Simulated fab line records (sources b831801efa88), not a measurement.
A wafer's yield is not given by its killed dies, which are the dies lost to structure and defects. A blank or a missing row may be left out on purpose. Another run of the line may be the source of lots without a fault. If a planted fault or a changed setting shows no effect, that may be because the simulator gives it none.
fab line records + flow sky130
record:
- lots: 6
- wafers: 18
- last-day: 50
route steps=708 shown SD_N@344 SD_P@359 RES_XHIGH@360 PAD_OPEN@708
lots that met no fault: taken from a fault-free run of the same line
start-h: hours from the record's opening day to when the first of the lot's shown wafers began + wait-h: how many hours have passed since the lot's step before this one + " as in the row above + L1.1+2: a row that stands for several wafers + - either no value or no given start + * or withheld: withheld + < > ~ a bound
route shown NAME@n: a module of which the file shows steps, and the number in the route of the first + usual: mean/standard deviation taken from wafers without a fault + same: alike in all rows + chamber/n: place in a boat + sites: each site's reading + _std_site: the standard deviation of these + _edge_site: outer sites' mean less inner sites' + radius-mm: how far each site lies from the wafer's centre + mask NAME#n: copy n + behind: the tool/chamber that last shaped the wafer + hold: what put the lot on hold/how long, in hours/how the hold closed + device: the n, p or np transistor that did not switch + end of line: tests of these same wafers at the route's end + a step with no rows: only its recipe + killed: dies lost to structure and defects at the first sort, not the wafer's yield + map: the dies of a wafer, with x for killed, . for not killed, _ for no die there
set.NAME: setting as actually run; set.NAME@STEP: the setting as run at that earlier step + model.NAME: the simulator's own value behind a step, which no gauge read
certain route steps with their lots: each step a table, each wafer a row
services: from which hour (start-h, from the record's first day; less than 0 if before it) a tool's chamber was out of use, for how many hours, and why
== steps ==
step: SKY_SD_N_COAT_02
recipe:
- resist: NOVOLAK
- spin-rpm: 3000
- resist-thk-nm: 1140
step: SKY_SD_N_SOFTBAKE_03
recipe:
- temp-c: 90
- time-s: 60
- resist: NOVOLAK
step: SKY_SD_N_EXPOSE_04
recipe:
- mask-id: NSDM
- na: 0.6
- source-shape: conventional
- sigma-outer: 0.6
- polarization: unpolarized
- target-cd-nm: 380
- dose-mj: 141
step: SKY_SD_N_PEB_05
recipe:
- temp-c: withheld
- time-s: *
- resist: NOVOLAK
step: SKY_SD_N_DEVELOP_06
recipe:
- resist: NOVOLAK
- developer: TMAH
- develop-time-s: 60
- dev-temp-c: 23
step: SKY_SD_N_CD_MEAS_07
recipe:
- target-cd-nm: 380
usual:
- cd-nm: 380.3/2.4
| lot.wafer | tool      | chamber | start-h | wait-h | cd-nm |
|-----------|-----------|---------|---------|--------|-------|
| L201.3    | cd-sem-01 | -       | 652.93  | 0.1    | 379.5 |
| L201.5    | "         | -       | "       | "      | 380.7 |
| L201.6    | "         | -       | "       | "      | 380.4 |
| L208.2    | cd-sem-01 | -       | 718.25  | 0.1    | 382.0 |
| L208.3    | "         | -       | "       | "      | 382.5 |
| L208.5    | "         | -       | "       | "      | 380.5 |
| L214.3    | cd-sem-01 | -       | 762.83  | 0.1    | 379.4 |
| L214.5    | "         | -       | "       | "      | 377.8 |
| L214.6    | "         | -       | "       | "      | 376.8 |
| L216.1    | cd-sem-02 | -       | 781.89  | 0.1    | 377.7 |
| L216.3    | "         | -       | "       | "      | 378.6 |
| L216.4    | "         | -       | "       | "      | 381.3 |
| L219.1    | cd-sem-01 | -       | 801.84  | 0.1    | 378.1 |
| L219.2    | "         | -       | "       | "      | 382.1 |
| L219.5    | "         | -       | "       | "      | 378.2 |
| L223.2    | cd-sem-02 | -       | 832.40  | 0.1    | 378.3 |
| L223.5    | "         | -       | "       | "      | 377.7 |
| L223.6    | "         | -       | "       | "      | 375.8 |
step: SKY_SD_N_OVL_MEAS_08
usual:
- SD_N_OVL: 0.9/1.3
| lot.wafer | tool       | chamber | start-h | wait-h | SD_N_OVL[nm] |
|-----------|------------|---------|---------|--------|--------------|
| L201.3    | overlay-01 | -       | 653.02  | 0.1    | -1.3         |
| L201.5    | "          | -       | "       | "      | 0.0          |
| L201.6    | "          | -       | "       | "      | -0.5         |
| L208.2    | overlay-02 | -       | 718.36  | 0.1    | 2.5          |
| L208.3    | "          | -       | "       | "      | 2.1          |
| L208.5    | "          | -       | "       | "      | 1.0          |
| L214.3    | overlay-01 | -       | 762.93  | 0.1    | -0.3         |
| L214.5    | "          | -       | "       | "      | -0.1         |
| L214.6    | "          | -       | "       | "      | 0.3          |
| L216.1    | overlay-02 | -       | 782.01  | 0.1    | 2.7          |
| L216.3    | "          | -       | "       | "      | 3.7          |
| L216.4    | "          | -       | "       | "      | 3.7          |
| L219.1    | overlay-01 | -       | 801.96  | 0.1    | 0.0          |
| L219.2    | "          | -       | "       | "      | -0.5         |
| L219.5    | "          | -       | "       | "      | 0.8          |
| L223.2    | overlay-02 | -       | 832.51  | 0.1    | 2.0          |
| L223.5    | "          | -       | "       | "      | 2.1          |
| L223.6    | "          | -       | "       | "      | 1.4          |
step: SKY_SD_N_IMPLANT_09
recipe:
- species: As
- energy-kev: 50
- dose-cm2: 4e+15
- tilt-deg: 0
step: SKY_SD_N_IMPLANT_10
recipe:
- species: P
- energy-kev: 20
- dose-cm2: 1e+14
- tilt-deg: 0
step: SKY_SD_N_STRIP_11
recipe:
- chemistry: O2/N2
- power-w: 1400
- pressure-mtorr: 1500
- platen-temp-c: withheld
- o2-flow-sccm: 3000
- n2-flow-sccm: 300
- overash-fraction: 0.5
usual:
- drypump-motor-current-A: 5.8/0.54
- oes-product-au: 0.527/0.0041
- strip-time-to-endpoint-s: 22.55/0.038
| lot.wafer | tool            | chamber | start-h | wait-h | drypump-motor-current-A | oes-product-au | rf-hours-counter-h | strip-time-to-endpoint-s |
|-----------|-----------------|---------|---------|--------|-------------------------|----------------|--------------------|--------------------------|
| L201.3    | plasma-asher-01 | 1       | 653.38  | 0.1    | 5.6                     | 0.526          | -                  | 22.52                    |
| L201.5    | "               | 1       | "       | "      | 5.6                     | 0.528          | -                  | 22.50                    |
| L201.6    | "               | 0       | "       | "      | 5.9                     | 0.524          | -                  | 22.48                    |
| L208.2    | plasma-asher-01 | 0       | 718.69  | 0.1    | 5.8                     | 0.522          | 100                | 22.51                    |
| L208.3    | "               | 1       | "       | "      | 5.6                     | 0.523          | -                  | 22.52                    |
| L208.5    | "               | 0       | "       | "      | 5.8                     | 0.539          | -                  | 22.55                    |
| L214.3    | plasma-asher-01 | 1       | 763.28  | 0.1    | 5.7                     | 0.527          | -                  | 22.60                    |
| L214.5    | "               | 0       | "       | "      | 5.8                     | 0.523          | -                  | 22.61                    |
| L214.6    | "               | 1       | "       | "      | 5.6                     | 0.527          | -                  | 22.59                    |
| L216.1    | plasma-asher-04 | 0       | 782.35  | 0.1    | 4.7                     | 0.526          | 96                 | 22.64                    |
| L216.3    | "               | 1       | "       | "      | 5.4                     | 0.522          | -                  | 22.55                    |
| L216.4    | "               | 0       | "       | "      | 4.7                     | 0.528          | -                  | 22.54                    |
| L219.1    | plasma-asher-02 | 1       | 802.30  | 0.1    | 6.1                     | 0.532          | 36                 | 22.63                    |
| L219.2    | "               | 0       | "       | "      | 6.6                     | 0.533          | 36                 | 22.58                    |
| L219.5    | "               | 1       | "       | "      | 6.0                     | 0.527          | -                  | 22.59                    |
| L223.2    | plasma-asher-01 | 0       | 832.84  | 0.1    | 5.8                     | 0.531          | 8                  | 22.56                    |
| L223.5    | "               | 1       | "       | "      | 5.6                     | 0.529          | -                  | 22.55                    |
| L223.6    | "               | 0       | "       | "      | 5.8                     | 0.532          | -                  | 22.59                    |
step: SKY_SD_N_TW_MEAS_12
usual:
- SD_N_TW: 3989/27
| lot.wafer | tool          | chamber | start-h | wait-h | SD_N_TW |
|-----------|---------------|---------|---------|--------|---------|
| L201.3    | film-metro-01 | -       | 653.47  | 0.1    | 3961    |
| L201.5    | "             | -       | "       | "      | 3962    |
| L201.6    | "             | -       | "       | "      | 3972    |
| L208.2    | film-metro-02 | -       | 718.80  | 0.1    | 3951    |
| L208.3    | "             | -       | "       | "      | 3992    |
| L208.5    | "             | -       | "       | "      | 3946    |
| L214.3    | film-metro-02 | -       | 763.37  | 0.1    | 3975    |
| L214.5    | "             | -       | "       | "      | 3992    |
| L214.6    | "             | -       | "       | "      | 3981    |
| L216.1    | film-metro-01 | -       | 782.45  | 0.1    | 3946    |
| L216.3    | "             | -       | "       | "      | 3947    |
| L216.4    | "             | -       | "       | "      | 3966    |
| L219.1    | film-metro-02 | -       | 802.40  | 0.1    | 4024    |
| L219.2    | "             | -       | "       | "      | 3984    |
| L219.5    | "             | -       | "       | "      | 3989    |
| L223.2    | film-metro-02 | -       | 832.95  | 0.1    | 3989    |
| L223.5    | "             | -       | "       | "      | 3985    |
| L223.6    | "             | -       | "       | "      | 3988    |
step: SKY_SD_N_CLEAN_13
recipe:
- chemistry: SC1/SC2
- mix: 1:4:20
- temp-c: 70
- time-s: 150
- dry: n2-spin
step: SKY_SD_N_RTA_14
recipe:
- temp-c: 1075
- time-s: 2
- idle-temp-c: 650
- ramp-up-c-per-s: 150
- ramp-down-c-per-s: 90
- ambient: N2
usual:
- lamp-power-pct: 15.74/0.052
- wafer_temp_C_max: 1077.9/1.2
| lot.wafer | tool          | chamber | start-h | wait-h | lamp-power-pct | wafer_temp_C_max |
|-----------|---------------|---------|---------|--------|----------------|------------------|
| L201.3    | rtp-anneal-01 | 0       | 653.58  | 0.0    | 15.80          | 1075.2           |
| L201.5    | "             | 0       | "       | "      | 15.81          | 1076.9           |
| L201.6    | "             | 0       | "       | "      | 15.72          | 1076.5           |
| L208.2    | rtp-anneal-02 | 0       | 718.91  | 0.0    | 15.68          | 1077.2           |
| L208.3    | "             | 0       | "       | "      | 15.78          | 1078.8           |
| L208.5    | "             | 0       | "       | "      | 15.74          | 1077.2           |
| L214.3    | rtp-anneal-02 | 0       | 763.48  | 0.0    | 15.20          | 1056.9           |
| L214.5    | "             | 0       | "       | "      | 15.25          | 1056.5           |
| L214.6    | "             | 0       | "       | "      | 15.28          | 1056.8           |
| L216.1    | rtp-anneal-02 | 0       | 782.56  | 0.0    | 15.28          | 1055.8           |
| L216.3    | "             | 0       | "       | "      | 15.26          | 1056.7           |
| L216.4    | "             | 0       | "       | "      | 15.35          | 1056.6           |
| L219.1    | rtp-anneal-01 | 0       | 802.51  | 0.0    | 15.75          | 1079.8           |
| L219.2    | "             | 0       | "       | "      | 15.74          | 1079.2           |
| L219.5    | "             | 0       | "       | "      | 15.62          | 1078.9           |
| L223.2    | rtp-anneal-01 | 0       | 833.06  | 0.0    | 15.79          | 1078.8           |
| L223.5    | "             | 0       | "       | "      | 15.72          | 1077.7           |
| L223.6    | "             | 0       | "       | "      | 15.62          | 1078.8           |
step: SKY_SD_N_RS_MEAS_16
recipe:
- thk-meas-gauge: four-point-probe
usual:
- SD_N_RS: 68.62/0.11
| lot.wafer | tool          | chamber | start-h | wait-h | SD_N_RS[ohm/sq] |
|-----------|---------------|---------|---------|--------|-----------------|
| L201.3    | film-metro-02 | -       | 653.77  | 0.1    | 68.65           |
| L201.5    | "             | -       | "       | "      | 68.72           |
| L201.6    | "             | -       | "       | "      | 68.64           |
| L208.2    | film-metro-01 | -       | 719.09  | 0.1    | 68.75           |
| L208.3    | "             | -       | "       | "      | 68.78           |
| L208.5    | "             | -       | "       | "      | 68.61           |
| L214.3    | film-metro-01 | -       | 763.67  | 0.1    | 71.69           |
| L214.5    | "             | -       | "       | "      | 71.65           |
| L214.6    | "             | -       | "       | "      | 71.72           |
| L216.1    | film-metro-03 | -       | 782.73  | 0.1    | 71.54           |
| L216.3    | "             | -       | "       | "      | 71.63           |
| L216.4    | "             | -       | "       | "      | 71.86           |
| L219.1    | film-metro-01 | -       | 802.68  | 0.1    | 68.72           |
| L219.2    | "             | -       | "       | "      | 68.55           |
| L219.5    | "             | -       | "       | "      | 68.79           |
| L223.2    | film-metro-03 | -       | 833.25  | 0.1    | 68.79           |
| L223.5    | "             | -       | "       | "      | 68.62           |
| L223.6    | "             | -       | "       | "      | 68.79           |
step: SKY_SD_N_RS_MEAS_17
recipe:
- thk-meas-gauge: four-point-probe
usual:
- SD_P_RS: 147.3/0.36
| lot.wafer | tool          | chamber | start-h | wait-h | SD_P_RS[ohm/sq] |
|-----------|---------------|---------|---------|--------|-----------------|
| L201.3    | film-metro-02 | -       | 653.89  | 0.1    | 146.8           |
| L201.5    | "             | -       | "       | "      | 147.1           |
| L201.6    | "             | -       | "       | "      | 146.8           |
| L208.2    | film-metro-01 | -       | 719.21  | 0.1    | 147.7           |
| L208.3    | "             | -       | "       | "      | 147.4           |
| L208.5    | "             | -       | "       | "      | 147.8           |
| L214.3    | film-metro-01 | -       | 763.79  | 0.1    | 165.5           |
| L214.5    | "             | -       | "       | "      | 165.1           |
| L214.6    | "             | -       | "       | "      | 165.7           |
| L216.1    | film-metro-03 | -       | 782.85  | 0.1    | 165.4           |
| L216.3    | "             | -       | "       | "      | 165.6           |
| L216.4    | "             | -       | "       | "      | 165.9           |
| L219.1    | film-metro-01 | -       | 802.80  | 0.1    | 147.6           |
| L219.2    | "             | -       | "       | "      | 147.6           |
| L219.5    | "             | -       | "       | "      | 147.6           |
| L223.2    | film-metro-03 | -       | 833.37  | 0.1    | 148.2           |
| L223.5    | "             | -       | "       | "      | 147.7           |
| L223.6    | "             | -       | "       | "      | 148.0           |
step: SKY_SD_N_RS_MEAS_18
recipe:
- thk-meas-gauge: four-point-probe
usual:
- RES_XHIGH_RS: 333.3/1.3
| lot.wafer | tool          | chamber | start-h | wait-h | RES_XHIGH_RS[ohm/sq] |
|-----------|---------------|---------|---------|--------|----------------------|
| L201.3    | film-metro-02 | -       | 654.01  | 0.1    | 333.3                |
| L201.5    | "             | -       | "       | "      | 332.3                |
| L201.6    | "             | -       | "       | "      | 332.2                |
| L208.2    | film-metro-01 | -       | 719.33  | 0.1    | 333.9                |
| L208.3    | "             | -       | "       | "      | 334.7                |
| L208.5    | "             | -       | "       | "      | 332.9                |
| L214.3    | film-metro-01 | -       | 763.91  | 0.1    | 334.4                |
| L214.5    | "             | -       | "       | "      | 336.2                |
| L214.6    | "             | -       | "       | "      | 338.0                |
| L216.1    | film-metro-03 | -       | 782.97  | 0.1    | 335.3                |
| L216.3    | "             | -       | "       | "      | 335.3                |
| L216.4    | "             | -       | "       | "      | 334.1                |
| L219.1    | film-metro-01 | -       | 802.92  | 0.1    | 334.9                |
| L219.2    | "             | -       | "       | "      | 334.3                |
| L219.5    | "             | -       | "       | "      | 334.2                |
| L223.2    | film-metro-03 | -       | 833.49  | 0.1    | 333.8                |
| L223.5    | "             | -       | "       | "      | 334.4                |
| L223.6    | "             | -       | "       | "      | 334.4                |
step: SKY_PAD_OPEN_PROBE_99
usual:
- killed_at_M0_to_M3: 42/7.6
- killed_at_M4_up: 2.9/1.7
- killed-at-contacts: 24/5.1
- killed-at-front-end: 15/4
- killed-at-other: 0.2/0.38
- killed-dies: 84/9.9
- killed-open: 46/7.2
- killed-short: 38/6.6
same:
- gross-dies: 492
- killed-at-back-side: 0
| lot.wafer | tool      | chamber | start-h | wait-h | killed_at_M0_to_M3 | killed_at_M4_up | killed-at-contacts | killed-at-front-end | killed-at-other | killed-dies | killed-open | killed-short | model.etest.res-xhigh-po.line-ohm-um | model.etest.res-xhigh-po.rs-ohm-sq | model.etest.pfet_01v8.r-on-ohm-um | model.etest.tip-p.rs-ohm-sq | model.etest.res-pdiff.line-ohm-um | model.etest.res-high-po.line-ohm-um | model.etest.pfet-g5v0d10v5.r-on-ohm-um | model.etest.licon-high-po.rc-ohm |
|-----------|-----------|---------|---------|--------|--------------------|-----------------|--------------------|---------------------|-----------------|-------------|-------------|--------------|--------------------------------------|------------------------------------|-----------------------------------|-----------------------------|-----------------------------------|-------------------------------------|----------------------------------------|----------------------------------|
| L201.3    | prober-01 | -       | 1084.90 | 0.2    | 37                 | 1               | 25                 | 23                  | 0               | 86          | 48          | 38           | 5841                                 | 2056                               | 2793                              | 6894                        | 1379                              | 757.9                               | 4746                                   | 352.6                            |
| L201.5    | prober-01 | -       | 1085.00 | 0.2    | 46                 | 5               | 33                 | 22                  | 0               | 106         | 53          | 53           | 5759                                 | 1968                               | 2870                              | 6871                        | 1408                              | 750.9                               | 4801                                   | 348.8                            |
| L201.6    | prober-01 | -       | 1085.05 | 0.2    | 26                 | 1               | 21                 | 18                  | 1               | 67          | 42          | 25           | 5838                                 | 2056                               | 2748                              | 6814                        | 1379                              | 771.8                               | 4675                                   | 368.7                            |
| L208.2    | prober-02 | -       | 1131.11 | 0.1    | 48                 | 5               | 23                 | 12                  | 0               | 88          | 52          | 36           | 5704                                 | 1958                               | 2920                              | 7036                        | 1361                              | 760.9                               | 4686                                   | 353.3                            |
| L208.3    | prober-02 | -       | 1131.16 | 0.2    | 39                 | 3               | 20                 | 13                  | 0               | 75          | 38          | 37           | 5654                                 | 2020                               | 2993                              | 7012                        | 1386                              | 737.6                               | 4717                                   | 345.9                            |
| L208.5    | prober-02 | -       | 1131.26 | 0.2    | 44                 | 2               | 15                 | 16                  | 0               | 77          | 46          | 31           | 5786                                 | 2029                               | 3030                              | 7065                        | 1390                              | 757.6                               | 4776                                   | 343.1                            |
| L214.3    | prober-02 | -       | 1158.55 | 0.2    | 51                 | 3               | 25                 | 11                  | 1               | 91          | 51          | 40           | 6568                                 | 2284                               | 3074                              | 6946                        | 1539                              | 844                                 | 4966                                   | 440                              |
| L214.5    | prober-02 | -       | 1158.65 | 0.2    | 32                 | 3               | 29                 | 13                  | 0               | 77          | 49          | 28           | 7094                                 | 2452                               | 3052                              | 6916                        | 1540                              | 867.3                               | 4873                                   | 456.9                            |
| L214.6    | prober-02 | -       | 1158.70 | 0.2    | 39                 | 1               | 26                 | 13                  | 0               | 79          | 51          | 28           | 6692                                 | 2377                               | 3119                              | 6967                        | 1504                              | 869.4                               | 4837                                   | 460.5                            |
| L216.1    | prober-02 | -       | 1169.45 | 0.1    | 41                 | 3               | 12                 | 16                  | 1               | 73          | 45          | 28           | 6804                                 | 2388                               | 3157                              | 7022                        | 1554                              | 855.9                               | 4843                                   | 439.6                            |
| L216.3    | prober-02 | -       | 1169.55 | 0.2    | 46                 | 5               | 23                 | 9                   | 0               | 83          | 51          | 32           | 6913                                 | 2457                               | 3203                              | 6932                        | 1562                              | 886.7                               | 4850                                   | 447.8                            |
| L216.4    | prober-02 | -       | 1169.60 | 0.2    | 53                 | 7               | 23                 | 10                  | 0               | 93          | 44          | 49           | 6544                                 | 2296                               | 3198                              | 7038                        | 1574                              | 842.8                               | 4844                                   | 427.4                            |
| L219.1    | prober-01 | -       | 1182.80 | 0.1    | 53                 | 2               | 23                 | 13                  | 0               | 91          | 51          | 40           | 5796                                 | 2016                               | 2781                              | 6785                        | 1400                              | 750.3                               | 4719                                   | 351.1                            |
| L219.2    | prober-01 | -       | 1182.85 | 0.1    | 43                 | 5               | 16                 | 20                  | 0               | 84          | 45          | 39           | 5644                                 | 1985                               | 2879                              | 6835                        | 1369                              | 740.6                               | 4719                                   | 350.4                            |
| L219.5    | prober-01 | -       | 1183.00 | 0.2    | 36                 | 5               | 29                 | 17                  | 1               | 88          | 48          | 40           | 5844                                 | 2029                               | 2784                              | 6828                        | 1404                              | 756.4                               | 4623                                   | 354.9                            |
| L223.2    | prober-01 | -       | 1203.91 | 0.1    | 50                 | 0               | 21                 | 13                  | 0               | 84          | 46          | 38           | 6090                                 | 2117                               | 2990                              | 6991                        | 1408                              | 765.5                               | 4725                                   | 356.4                            |
| L223.5    | prober-01 | -       | 1204.06 | 0.2    | 33                 | 2               | 26                 | 11                  | 0               | 72          | 40          | 32           | 5802                                 | 2059                               | 3016                              | 6918                        | 1381                              | 754.9                               | 4699                                   | 349.5                            |
| L223.6    | prober-01 | -       | 1204.11 | 0.2    | 43                 | 4               | 17                 | 12                  | 0               | 76          | 36          | 40           | 5780                                 | 2046                               | 2994                              | 6926                        | 1359                              | 743.7                               | 4767                                   | 364.9                            |
killed by level:class
L201.3 CONTACT:geometric-particle:open=9 METAL2:geometric-particle:short=9 FIELD_ISO:geometric-particle:open=7 VIA1:geometric-particle:short=6 POLY_GATE:geometric-particle:short=6 LI_CONTACT:geometric-particle:open=6 POLY_GATE:geometric-particle:open=5 LOCAL_INTERCONNECT:geometric-particle:short=5
L201.5 CONTACT:geometric-particle:open=12 VIA1:geometric-particle:open=10 LI_CONTACT:geometric-particle:open=9 METAL1:geometric-particle:short=7 METAL3:geometric-particle:short=7 VIA3:geometric-particle:open=6 FIELD_ISO:geometric-particle:open=5 VIA1:geometric-particle:short=5
L201.6 LI_CONTACT:geometric-particle:open=9 FIELD_ISO:geometric-particle:open=8 VIA1:geometric-particle:open=5 METAL2:geometric-particle:short=5 FIELD_ISO:geometric-particle:short=4 VIA2:geometric-particle:open=4 CONTACT:geometric-particle:open=4 VIA3:geometric-particle:open=4
L208.2 CONTACT:geometric-particle:open=13 VIA1:geometric-particle:open=11 VIA2:geometric-particle:open=9 VIA3:geometric-particle:open=8 CONTACT:geometric-particle:short=7 METAL2:geometric-particle:short=6 POLY_GATE:geometric-particle:short=4 METAL4:geometric-particle:short=4
L208.3 VIA1:geometric-particle:open=12 CONTACT:geometric-particle:open=7 METAL1:geometric-particle:short=7 VIA2:geometric-particle:open=6 FIELD_ISO:geometric-particle:short=5 LI_CONTACT:geometric-particle:open=4 CONTACT:geometric-particle:short=4 VIA1:geometric-particle:short=4
L208.5 VIA1:geometric-particle:open=14 VIA3:geometric-particle:open=7 VIA2:geometric-particle:short=6 FIELD_ISO:geometric-particle:open=5 LOCAL_INTERCONNECT:geometric-particle:short=5 CONTACT:geometric-particle:open=5 VIA2:geometric-particle:open=5 POLY_GATE:geometric-particle:short=4
L214.3 VIA1:geometric-particle:open=11 VIA2:geometric-particle:open=10 CONTACT:geometric-particle:open=7 CONTACT:geometric-particle:short=7 LI_CONTACT:geometric-particle:open=6 METAL1:geometric-particle:short=6 VIA3:geometric-particle:open=6 LOCAL_INTERCONNECT:geometric-particle:short=5
L214.5 LI_CONTACT:geometric-particle:open=10 CONTACT:geometric-particle:open=9 VIA2:geometric-particle:open=9 POLY_GATE:geometric-particle:short=6 VIA1:geometric-particle:open=5 METAL2:geometric-particle:short=5 CONTACT:geometric-particle:short=4 POLY_GATE:geometric-particle:open=3
L214.6 LI_CONTACT:geometric-particle:open=10 VIA2:geometric-particle:open=10 CONTACT:geometric-particle:open=9 FIELD_ISO:geometric-particle:short=6 VIA1:geometric-particle:open=6 METAL1:geometric-particle:short=4 VIA1:geometric-particle:short=3 VIA3:geometric-particle:short=3
L216.1 VIA1:geometric-particle:open=10 VIA3:geometric-particle:open=10 VIA2:geometric-particle:open=7 POLY_GATE:geometric-particle:short=5 LI_CONTACT:geometric-particle:open=5 POLY_GATE:geometric-particle:open=4 VIA1:geometric-particle:short=4 FIELD_ISO:geometric-particle:open=3
L216.3 VIA1:geometric-particle:open=14 CONTACT:geometric-particle:open=9 VIA2:geometric-particle:open=7 VIA3:geometric-particle:open=7 LI_CONTACT:geometric-particle:open=6 METAL2:geometric-particle:short=6 METAL1:geometric-particle:short=5 LOCAL_INTERCONNECT:geometric-particle:short=3
L216.4 VIA1:geometric-particle:open=13 LI_CONTACT:geometric-particle:open=8 METAL2:geometric-particle:short=7 VIA2:geometric-particle:open=7 METAL3:geometric-particle:short=7 VIA1:geometric-particle:short=6 LOCAL_INTERCONNECT:geometric-particle:short=5 CONTACT:geometric-particle:open=5
L219.1 VIA1:geometric-particle:open=12 VIA1:geometric-particle:short=10 CONTACT:geometric-particle:open=8 VIA2:geometric-particle:open=7 FIELD_ISO:geometric-particle:open=6 LI_CONTACT:geometric-particle:open=6 CONTACT:geometric-particle:short=5 METAL3:geometric-particle:short=5
L219.2 VIA1:geometric-particle:open=13 VIA3:geometric-particle:open=7 POLY_GATE:geometric-particle:short=6 LI_CONTACT:geometric-particle:open=6 VIA2:geometric-particle:open=6 VIA1:geometric-particle:short=5 FIELD_ISO:geometric-particle:open=4 FIELD_ISO:geometric-particle:short=4
L219.5 CONTACT:geometric-particle:open=10 FIELD_ISO:geometric-particle:open=6 CONTACT:geometric-particle:short=6 VIA1:geometric-particle:open=6 LI_CONTACT:geometric-particle:open=5 METAL1:geometric-particle:short=5 VIA2:geometric-particle:open=5 VIA3:geometric-particle:open=5
L223.2 VIA1:geometric-particle:open=15 METAL1:geometric-particle:short=8 LI_CONTACT:geometric-particle:open=6 METAL2:geometric-particle:short=6 VIA2:geometric-particle:open=6 FIELD_ISO:geometric-particle:open=5 LOCAL_INTERCONNECT:geometric-particle:short=5 VIA3:geometric-particle:open=5
L223.5 VIA1:geometric-particle:open=8 LI_CONTACT:geometric-particle:open=7 CONTACT:geometric-particle:open=7 LOCAL_INTERCONNECT:geometric-particle:short=6 VIA2:geometric-particle:open=5 VIA3:geometric-particle:open=5 POLY_GATE:geometric-particle:open=4 POLY_GATE:geometric-particle:short=4
L223.6 VIA1:geometric-particle:open=10 METAL1:geometric-particle:short=7 LI_CONTACT:geometric-particle:open=6 VIA1:geometric-particle:short=6 VIA2:geometric-particle:short=6 CONTACT:geometric-particle:open=5 LOCAL_INTERCONNECT:geometric-particle:short=4 METAL2:geometric-particle:short=4
== services ==
| tool            | chamber | start-h | hours | kind       |
|-----------------|---------|---------|-------|------------|
| rtp-anneal-01   | -       | 633.70  | 4.2   | pm         |
| plasma-asher-04 | -       | 676.84  | 2.6   | repair     |
| plasma-asher-02 | -       | 686.47  | 2.8   | pm         |
| plasma-asher-01 | -       | 733.75  | 9.0   | pm         |
| plasma-asher-01 | 0       | 733.75  | 9.0   | vent-cycle |
| plasma-asher-01 | 1       | 733.75  | 9.0   | vent-cycle |
| plasma-asher-01 | 0       | 742.75  | -     | clean      |
| plasma-asher-01 | 1       | 742.75  | -     | clean      |
== key ==
first-sign:
- step: SKY_SD_N_RTA_14
- reading: wafer_temp_C_max
- direction: down
- sigmas: 18
- usual: *
- struck: *
effect:
- step: SKY_SD_N_RTA_14
- reading: lamp-power-pct
- direction: down
- sigmas: 9
- usual: 15.74
- struck: 15.27
effect:
- step: SKY_SD_N_RS_MEAS_16
- reading: SD_N_RS
- direction: up
- sigmas: 28
- usual: 68.62
- struck: 71.68
effect:
- step: SKY_SD_N_RS_MEAS_17
- reading: SD_P_RS
- direction: up
- sigmas: 51
- usual: 147.3
- struck: 165.5
effect:
- step: SKY_SD_N_RS_MEAS_18
- reading: RES_XHIGH_RS
- direction: up
- sigmas: 1.7
- usual: 333.3
- struck: 335.5
model-effect:
- step: SKY_PAD_OPEN_PROBE_99
- value: etest.res-xhigh-po.line-ohm-um
- without: 5545
- struck: 6769
met-at SKY_SD_N_RTA_14
struck-wafers L214.3,L214.5,L214.6,L216.1,L216.3,L216.4
tester-left-out L214,L216
onset-between 718.91 763.48
fault:
- kind: process-parameter-drift
- tool: rtp-anneal-02
- chamber: -
- onset-h: 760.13
- steps: SKY_SD_N_RTA_14
- channel: temp-c
- offset: *
- shape: step
- end-h: 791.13
- acts-in: *
- stated: *
tester-left-out: of these lots the tester's yield and bins aren't shown, on N5 and GAA mostly nor the transistor test; their killed dies are dies lost to structure and defects alone, not to doping, threshold or leakage, so they don't give the yield
